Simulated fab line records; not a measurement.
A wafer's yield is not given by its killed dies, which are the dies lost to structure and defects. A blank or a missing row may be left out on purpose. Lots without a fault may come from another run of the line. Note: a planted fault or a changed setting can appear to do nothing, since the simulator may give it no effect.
What tool caused it?	flow sfqLine	14 lots with 42 wafers sampled at 3 steps, on a route of 325 steps

## WHAT THE GAUGES SHOWED, per wafer
SFQ_R5_RS_MEAS_933: measurement is done with a four-point probe.
lot	measured	on	R5_MONX_RS (ohm/sq)
L674	day 47 14:35	filmMetro-02	7.15 7.15 7.18
L677	day 53 00:40	filmMetro-04	7.22 7.18 7.20
L678	day 53 11:49	filmMetro-02	7.08 7.08 7.10
L679	day 53 21:48	filmMetro-02	7.00 7.06 7.02
L685	day 57 10:53	filmMetro-04	6.99 7.01 7.02
L686	day 57 12:52	filmMetro-01	7.00 7.05 7.02
L687	day 58 04:52	filmMetro-02	7.14 7.14 7.18
L688	day 58 11:10	filmMetro-04	7.16 7.10 7.03
L689	day 58 17:11	filmMetro-04	7.12 7.07 7.06
L691	day 58 23:12	filmMetro-04	7.06 7.16 7.09
L692	day 59 05:10	filmMetro-04	7.08 7.09 7.05
L694	day 59 16:36	filmMetro-02	6.98 6.97 7.03
L695	day 59 19:35	filmMetro-01	7.11 7.18 7.10
L696	day 59 20:10	filmMetro-04	7.00 7.05 7.06

SFQ_R5_THK_MEAS_934: measures by xrf.
lot	measured	on	R5_MONX_THK (nm)
L674	day 47 14:41	filmMetro-02	39.5 39.3 39.2
L677	day 53 00:47	filmMetro-04	38.9 38.9 38.9
L678	day 53 11:56	filmMetro-02	39.7 39.6 39.4
L679	day 53 21:55	filmMetro-02	40.1 39.6 40.0
L685	day 57 10:59	filmMetro-04	40.2 40.0 40.0
L686	day 57 12:59	filmMetro-01	39.9 39.9 39.9
L687	day 58 04:59	filmMetro-02	39.0 39.5 39.2
L688	day 58 11:17	filmMetro-04	39.4 39.5 39.9
L689	day 58 17:17	filmMetro-04	39.3 39.8 39.4
L691	day 58 23:18	filmMetro-04	39.6 39.2 39.3
L692	day 59 05:17	filmMetro-04	39.8 39.7 39.9
L694	day 59 16:42	filmMetro-02	40.3 40.3 40.2
L695	day 59 19:41	filmMetro-01	39.0 38.6 38.9
L696	day 59 20:17	filmMetro-04	40.2 39.8 39.6

## WHICH TOOL RAN EACH LOT (tool, then ch and the chambers of the sampled wafers, then the start)
lot	SFQ_TRILAYER_M4_ETCH_METAL_ETCH_096
L674	rieMetal-02 ch 0,1, day 27 23:05
L677	rieMetal-02 ch 0,1, day 34 10:07
L678	rieMetal-01 ch 0,1, day 34 16:37
L679	rieMetal-01 ch 0,1, day 35 04:56
L685	rieMetal-04 ch 0,1, day 38 23:08
L686	rieMetal-02 ch 0, day 39 02:32
L687	rieMetal-04 ch 0,1, day 39 07:20
L688	rieMetal-04 ch 1, day 39 16:56
L689	rieMetal-01 ch 0, day 45 08:23
L691	rieMetal-01 ch 0,1, day 46 04:49
L692	rieMetal-02 ch 0,1, day 46 16:47
L694	rieMetal-01 ch 0,1, day 47 12:01
L695	rieMetal-04 ch 0,1, day 47 16:47
L696	rieMetal-02 ch 0,1, day 47 20:23
- SFQ_TRILAYER_M4_ETCH_METAL_ETCH_096: etches Nb in Cl2/Ar, stops on SiO2, target depth 240 nm, time 120 s.

## AS READ BY THE TOOLS THEMSELVES (means over the sampled wafers that have a number; for cases with no such wafer, the mark the record gives instead)
SFQ_TRILAYER_M4_ETCH_METAL_ETCH_096.
lot	tool	drypumpMotorCurrentA (A)	oesProductAu (a.u.)	rfFwdPowerW (W)
L674	rieMetal-02	5.26	0.886	595.4
L677	rieMetal-02	5.29	0.899	598.1
L678	rieMetal-01	5.49	0.887	599.5
L679	rieMetal-01	5.47	0.888	598.9
L685	rieMetal-04	5.19	0.896	597.9
L686	rieMetal-02	5.28	0.893	595.8
L687	rieMetal-04	5.14	0.903	597.4
L688	rieMetal-04	5.48	0.894	595.9
L689	rieMetal-01	5.20	0.888	598.8
L691	rieMetal-01	5.48	0.896	600.6
L692	rieMetal-02	5.29	0.897	595.5
L694	rieMetal-01	5.34	0.894	596.7
L695	rieMetal-04	5.18	0.900	597.6
L696	rieMetal-02	5.27	0.891	596.3

## THE ANSWER, worked out from the rows above alone
Rule: usual is defined by the lots themselves. The widest of any qualifying gaps counts: lots, ordered by their means at a reading, are off when they make up no more than a third of the lots, leave a main group of 4 or more, and stand apart from it by 3 or more times the standard deviation of that group's means. Not used: any main group whose means are identical at the precision the tables above print for the reading. A lot without any number at a reading at which 4 lots or more have one is off too. The other lots that the step has rows for count as sound. First the gauges in route order, then the tools' own readings, where a lot's mean is used as printed above. At the first step where some lot is off, the reading lying furthest off is the one used; lots without a number count as furthest.
No lot is off at any reading shown: from this, nothing can be told.

## WHAT HAD BEEN PUT IN BY THE SIMULATOR
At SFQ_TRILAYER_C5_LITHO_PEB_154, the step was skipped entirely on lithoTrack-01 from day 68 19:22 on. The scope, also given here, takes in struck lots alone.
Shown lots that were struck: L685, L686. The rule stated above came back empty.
